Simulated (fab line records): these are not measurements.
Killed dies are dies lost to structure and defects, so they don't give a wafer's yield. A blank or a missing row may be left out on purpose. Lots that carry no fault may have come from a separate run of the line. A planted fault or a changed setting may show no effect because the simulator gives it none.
Lot-split experiment / flow sky130 / 5 lots, 23 wafers read, on a route of 708 steps

## SPLIT DETAILS
At SKY_LI_CONTACT_ETCH_14 (etches BARC in N2/H2, stops on SiO2, time 45.9 s, target depth 60 nm), the setting source-w was moved away from the recipe's 500 W on 9 of the 23 wafers read, by -10.1% to +9.8%. This setting was run at the recipe's value on the other wafers.

Reading taken at the split's own step.

## THE READING
KrF-thick_of_LI_CONTACT_COAT_07.thk-nm (the simulator's own value, which no gauge read), in nm, at SKY_LI_CONTACT_ETCH_14 (etches BARC in N2/H2, stops on SiO2, time 45.9 s, target depth 60 nm). The file does not state a usual value for it. Here, 14 wafers ran the recipe; their average is 393.0 nm with a standard deviation of 1.4 nm.

wafer=L074.1; tool, chamber at the split=rie-diel-03, 3; source-w as run, W=500; against the recipe=recipe; KrF-thick_of_LI_CONTACT_COAT_07.thk-nm, nm=391.1; against lot-mates on the recipe=-
wafer=L074.2; tool, chamber at the split=rie-diel-03, 1; source-w as run, W=500; against the recipe=recipe; KrF-thick_of_LI_CONTACT_COAT_07.thk-nm, nm=392.4; against lot-mates on the recipe=-
wafer=L074.4; tool, chamber at the split=rie-diel-03, 0; source-w as run, W=549.1; against the recipe=+9.8%; KrF-thick_of_LI_CONTACT_COAT_07.thk-nm, nm=387.7; against lot-mates on the recipe=-4.1
wafer=L074.5; tool, chamber at the split=rie-diel-03, 1; source-w as run, W=549.1; against the recipe=+9.8%; KrF-thick_of_LI_CONTACT_COAT_07.thk-nm, nm=388.6; against lot-mates on the recipe=-3.1
wafer=L074.6; tool, chamber at the split=rie-diel-03, 2; source-w as run, W=549.1; against the recipe=+9.8%; KrF-thick_of_LI_CONTACT_COAT_07.thk-nm, nm=388.3; against lot-mates on the recipe=-3.4
wafer=L077.1; tool, chamber at the split=rie-diel-04, 0; source-w as run, W=500; against the recipe=recipe; KrF-thick_of_LI_CONTACT_COAT_07.thk-nm, nm=391.3; against lot-mates on the recipe=-
wafer=L077.2; tool, chamber at the split=rie-diel-04, 2; source-w as run, W=524.6; against the recipe=+4.9%; KrF-thick_of_LI_CONTACT_COAT_07.thk-nm, nm=390.6; against lot-mates on the recipe=-1.1
wafer=L077.3; tool, chamber at the split=rie-diel-04, 1; source-w as run, W=500; against the recipe=recipe; KrF-thick_of_LI_CONTACT_COAT_07.thk-nm, nm=393.5; against lot-mates on the recipe=-
wafer=L077.4; tool, chamber at the split=rie-diel-04, 1; source-w as run, W=524.6; against the recipe=+4.9%; KrF-thick_of_LI_CONTACT_COAT_07.thk-nm, nm=390.9; against lot-mates on the recipe=-0.8
wafer=L077.6; tool, chamber at the split=rie-diel-04, 0; source-w as run, W=500; against the recipe=recipe; KrF-thick_of_LI_CONTACT_COAT_07.thk-nm, nm=390.4; against lot-mates on the recipe=-
wafer=L083.4; tool, chamber at the split=rie-diel-01, 1; source-w as run, W=500; against the recipe=recipe; KrF-thick_of_LI_CONTACT_COAT_07.thk-nm, nm=394.7; against lot-mates on the recipe=-
wafer=L083.5; tool, chamber at the split=rie-diel-01, 1; source-w as run, W=500; against the recipe=recipe; KrF-thick_of_LI_CONTACT_COAT_07.thk-nm, nm=394.4; against lot-mates on the recipe=-
wafer=L083.6; tool, chamber at the split=rie-diel-01, 0; source-w as run, W=500; against the recipe=recipe; KrF-thick_of_LI_CONTACT_COAT_07.thk-nm, nm=395.3; against lot-mates on the recipe=-
wafer=L081.1; tool, chamber at the split=rie-diel-03, 3; source-w as run, W=449.3; against the recipe=-10.1%; KrF-thick_of_LI_CONTACT_COAT_07.thk-nm, nm=397.3; against lot-mates on the recipe=+4.8
wafer=L081.2; tool, chamber at the split=rie-diel-03, 0; source-w as run, W=500; against the recipe=recipe; KrF-thick_of_LI_CONTACT_COAT_07.thk-nm, nm=392.9; against lot-mates on the recipe=-
wafer=L081.4; tool, chamber at the split=rie-diel-03, 1; source-w as run, W=500; against the recipe=recipe; KrF-thick_of_LI_CONTACT_COAT_07.thk-nm, nm=392.5; against lot-mates on the recipe=-
wafer=L081.5; tool, chamber at the split=rie-diel-03, 2; source-w as run, W=500; against the recipe=recipe; KrF-thick_of_LI_CONTACT_COAT_07.thk-nm, nm=392; against lot-mates on the recipe=-
wafer=L081.6; tool, chamber at the split=rie-diel-03, 3; source-w as run, W=449.3; against the recipe=-10.1%; KrF-thick_of_LI_CONTACT_COAT_07.thk-nm, nm=394.9; against lot-mates on the recipe=+2.4
wafer=L085.1; tool, chamber at the split=rie-diel-04, 1; source-w as run, W=500; against the recipe=recipe; KrF-thick_of_LI_CONTACT_COAT_07.thk-nm, nm=394; against lot-mates on the recipe=-
wafer=L085.2; tool, chamber at the split=rie-diel-04, 2; source-w as run, W=500; against the recipe=recipe; KrF-thick_of_LI_CONTACT_COAT_07.thk-nm, nm=393.7; against lot-mates on the recipe=-
wafer=L085.3; tool, chamber at the split=rie-diel-04, 0; source-w as run, W=455.8; against the recipe=-8.8%; KrF-thick_of_LI_CONTACT_COAT_07.thk-nm, nm=396.6; against lot-mates on the recipe=+2.7
wafer=L085.4; tool, chamber at the split=rie-diel-04, 3; source-w as run, W=455.8; against the recipe=-8.8%; KrF-thick_of_LI_CONTACT_COAT_07.thk-nm, nm=398; against lot-mates on the recipe=+4.1
wafer=L085.6; tool, chamber at the split=rie-diel-04, 1; source-w as run, W=500; against the recipe=recipe; KrF-thick_of_LI_CONTACT_COAT_07.thk-nm, nm=394.1; against lot-mates on the recipe=-

THE FIT
A straight line over all 23 wafers: KrF-thick_of_LI_CONTACT_COAT_07.thk-nm changes by -0.432 nm for each +1% of source-w; r = -0.88; the points scatter about the line by 1.3 nm.
The same after taking each lot's own level away (the mean of its wafers on the recipe; 23 wafers): -0.354 nm for each +1%; r = -0.94; scatter 0.77 nm.
Per that fit: largest source-w move, reading shift of 3.6 nm.
The lots' own levels span 391.73 to 394.80 nm, that is 2.2 times the standard deviation above.
So the slope is not independent of the lot-to-lot level: the two fits are not the same.
Check: with one of the wafers moved furthest among these (-10.1%) left out of the fit, the line predicts +3.39 nm for it against its lot-mates. It came out at +4.83 nm against them.
Tool readings at the split's step, against how far the setting was moved: oes-product-au r = -0.04.

## THE OTHER SPLITS THESE WAFERS WENT THROUGH
Before the reading, these wafers also passed through other splits. Each is held against what the fit with the lots' levels taken away leaves over:
other split on the same wafers=SKY_LDD_LDN_COAT_02 spin-rpm; wafers away from the commonest value=5; r with KrF-thick_of_LI_CONTACT_COAT_07.thk-nm (lot level and that fit taken away)=+0.09
other split on the same wafers=SKY_LDD_LDN_IMPLANT_10 energy-kev; wafers away from the commonest value=8; r with KrF-thick_of_LI_CONTACT_COAT_07.thk-nm (lot level and that fit taken away)=+0.39
other split on the same wafers=SKY_POLY_CUT_COAT_02 resist-thk-nm; wafers away from the commonest value=8; r with KrF-thick_of_LI_CONTACT_COAT_07.thk-nm (lot level and that fit taken away)=-0.11
other split on the same wafers=SKY_POLY_CUT_EXPOSE_05 dose-mj; wafers away from the commonest value=2; r with KrF-thick_of_LI_CONTACT_COAT_07.thk-nm (lot level and that fit taken away)=-0.17
other split on the same wafers=SKY_SD_P_COAT_02 spin-rpm; wafers away from the commonest value=6; r with KrF-thick_of_LI_CONTACT_COAT_07.thk-nm (lot level and that fit taken away)=-0.14
other split on the same wafers=SKY_RES_XHIGH_IMPLANT_07 dose-cm2; wafers away from the commonest value=6; r with KrF-thick_of_LI_CONTACT_COAT_07.thk-nm (lot level and that fit taken away)=-0.06
other split on the same wafers=SKY_SD_N_IMPLANT_09 energy-kev; wafers away from the commonest value=6; r with KrF-thick_of_LI_CONTACT_COAT_07.thk-nm (lot level and that fit taken away)=-0.16
other split on the same wafers=SKY_LI_CONTACT_CMP_02 leave-above-ref-nm; wafers away from the commonest value=10; r with KrF-thick_of_LI_CONTACT_COAT_07.thk-nm (lot level and that fit taken away)=+0.09
other split on the same wafers=SKY_LI_CONTACT_COAT_06 resist-thk-nm; wafers away from the commonest value=7; r with KrF-thick_of_LI_CONTACT_COAT_07.thk-nm (lot level and that fit taken away)=-0.14

## THE FILE'S OWN FIT
KrF-thick_of_LI_CONTACT_COAT_07.thk-nm changes by -0.351 nm for each +1% of source-w, r = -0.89.
